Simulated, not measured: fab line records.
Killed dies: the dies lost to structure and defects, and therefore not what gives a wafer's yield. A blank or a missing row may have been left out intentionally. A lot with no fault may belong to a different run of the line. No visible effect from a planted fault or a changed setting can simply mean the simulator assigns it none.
The tool behind it: which one?	flow sfqLine	14 lots with 42 wafers sampled at 3 steps, on a route of 325 steps

WHAT EACH GAUGE READ, for each wafer
SFQ_M7_RS_MEAS_943: the measuring method here is four-point-probe. Usual: for M7_NB_RS the level is 0.885 ohm/sq and the standard deviation is 0.011.
lot	measured	on	M7_NB_RS (ohm/sq)	flag
L653	day 77 08:31	filmMetro-04	0.910 0.909 0.898	
L654	day 78 16:43	filmMetro-03	0.871 0.866 0.873	
L655	day 78 23:49	filmMetro-02	0.897 0.893 0.891	
L657	day 80 06:23	filmMetro-04	0.889 0.884 0.883	
L658	day 80 09:56	filmMetro-04	0.895 0.891 0.885	
L659	day 81 12:31	filmMetro-04	0.869 0.871 0.876	
L660	day 81 14:46	filmMetro-02	0.880 0.882 0.876	
L662	day 81 18:35	filmMetro-04	0.882 0.882 0.882	
L663	day 81 19:35	filmMetro-02	0.883 0.882 0.888	
L664	day 81 20:47	filmMetro-03	0.903 0.899 0.895	
L665	day 81 23:11	filmMetro-03	0.882 0.893 0.884	
L666	day 82 00:22	filmMetro-02	0.856 0.860 0.869	
L667	day 82 01:32	filmMetro-03	0.881 0.880 0.879	
L668	day 83 15:58	filmMetro-03	0.881 0.887 0.883	

WHICH TOOL RAN EACH LOT (tool, then ch and the chambers of the sampled wafers, then the start)
lot	SFQ_TRILAYER_R5_DEP_SPUTTER_132	SFQ_TRILAYER_C5_STRIP_STRIP_155
L653	pvdSputter-05, day 65 03:26	rieMetal-02 ch 0,1, day 72 08:41
L654	pvdSputter-03, day 65 06:25	rieMetal-02 ch 0,1, day 73 14:35
L655	pvdSputter-04, day 65 15:29	rieMetal-01 ch 0,1, day 74 03:59
L657	pvdSputter-05, day 66 15:25	rieMetal-01 ch 0,1, day 75 08:47
L658	pvdSputter-03, day 66 18:29	rieMetal-04 ch 0,1, day 75 16:59
L659	pvdSputter-03, day 67 21:25	rieMetal-02 ch 1, day 77 02:35
L660	pvdSputter-04, day 67 21:43	rieMetal-02 ch 1, day 77 03:47
L662	pvdSputter-05, day 68 00:43	rieMetal-04 ch 0,1, day 77 08:47
L663	pvdSputter-03, day 68 03:25	rieMetal-04 ch 0,1, day 77 11:11
L664	pvdSputter-03, day 68 13:25	rieMetal-02 ch 0,1, day 77 12:23
L665	pvdSputter-05, day 68 15:28	rieMetal-01 ch 0,1, day 77 13:35
L666	pvdSputter-04, day 68 18:28	rieMetal-04 ch 0,1, day 77 15:47
L667	pvdSputter-05, day 68 19:25	rieMetal-04 ch 0,1, day 77 18:11
L668	pvdSputter-04, day 69 08:54	rieMetal-01 ch 0,1, day 77 22:59
- SFQ_TRILAYER_R5_DEP_SPUTTER_132: material Ti, target thk 5 nm, time 5 s.
- SFQ_TRILAYER_C5_STRIP_STRIP_155: strips in O2.

WHAT THE TOOLS THEMSELVES READ (means of the sampled wafers that have a number; where no wafer has one, the mark that the record gives instead)
SFQ_TRILAYER_R5_DEP_SPUTTER_132. Usual: throttleValvePct at 30.4 %, with a standard deviation of 1.1.
lot	tool	throttleValvePct (%)	flag
L653	pvdSputter-05	29.6	
L654	pvdSputter-03	31.2	
L655	pvdSputter-04	30.7	
L657	pvdSputter-05	29.5	
L658	pvdSputter-03	30.2	
L659	pvdSputter-03	30.2	
L660	pvdSputter-04	31.3	
L662	pvdSputter-05	29.6	
L663	pvdSputter-03	30.8	
L664	pvdSputter-03	30.2	
L665	pvdSputter-05	29.2	
L666	pvdSputter-04	30.7	
L667	pvdSputter-05	29.5	
L668	pvdSputter-04	30.3	

SFQ_TRILAYER_C5_STRIP_STRIP_155. Usual: chamberPressureMTorr 50.00 mTorr, standard deviation 0.047; drypumpMotorCurrentA 5.9 A, standard deviation 0.46; oesProductAu 0.997 a.u., standard deviation 0.0077.
lot	tool	chamberPressureMTorr (mTorr)	drypumpMotorCurrentA (A)	oesProductAu (a.u.)	flag
L653	rieMetal-02	49.97	5.8	1.003	
L654	rieMetal-02	50.06	5.7	0.990	
L655	rieMetal-01	50.00	5.5	0.996	
L657	rieMetal-01	50.01	5.5	0.991	
L658	rieMetal-04	49.99	6.6	1.007	
L659	rieMetal-02	49.98	5.6	1.000	
L660	rieMetal-02	50.01	5.6	1.000	
L662	rieMetal-04	50.05	6.5	1.002	
L663	rieMetal-04	49.94	6.5	1.011	
L664	rieMetal-02	50.01	5.8	1.003	
L665	rieMetal-01	50.02	5.5	0.996	
L666	rieMetal-04	49.96	6.6	1.004	
L667	rieMetal-04	49.94	6.6	0.999	
L668	rieMetal-01	50.05	5.5	0.984	

THE ANSWER, worked out from the rows above alone
Rule: lot off if the mean of its wafers having a number is beyond 3 standard deviations from the usual mean. A lot without any number at a reading at which 4 lots or more have one is off too. All remaining lots with rows at the step are treated as sound. Order of review: gauges by route order, followed by the tools' own readings, for which a lot's mean as printed above is used. At the first step where some lot is off, the reading lying furthest off is the one used; lots without a number count as furthest.
No lot is off at any reading shown: from this, nothing can be told.

WHAT THE SIMULATOR PUT IN
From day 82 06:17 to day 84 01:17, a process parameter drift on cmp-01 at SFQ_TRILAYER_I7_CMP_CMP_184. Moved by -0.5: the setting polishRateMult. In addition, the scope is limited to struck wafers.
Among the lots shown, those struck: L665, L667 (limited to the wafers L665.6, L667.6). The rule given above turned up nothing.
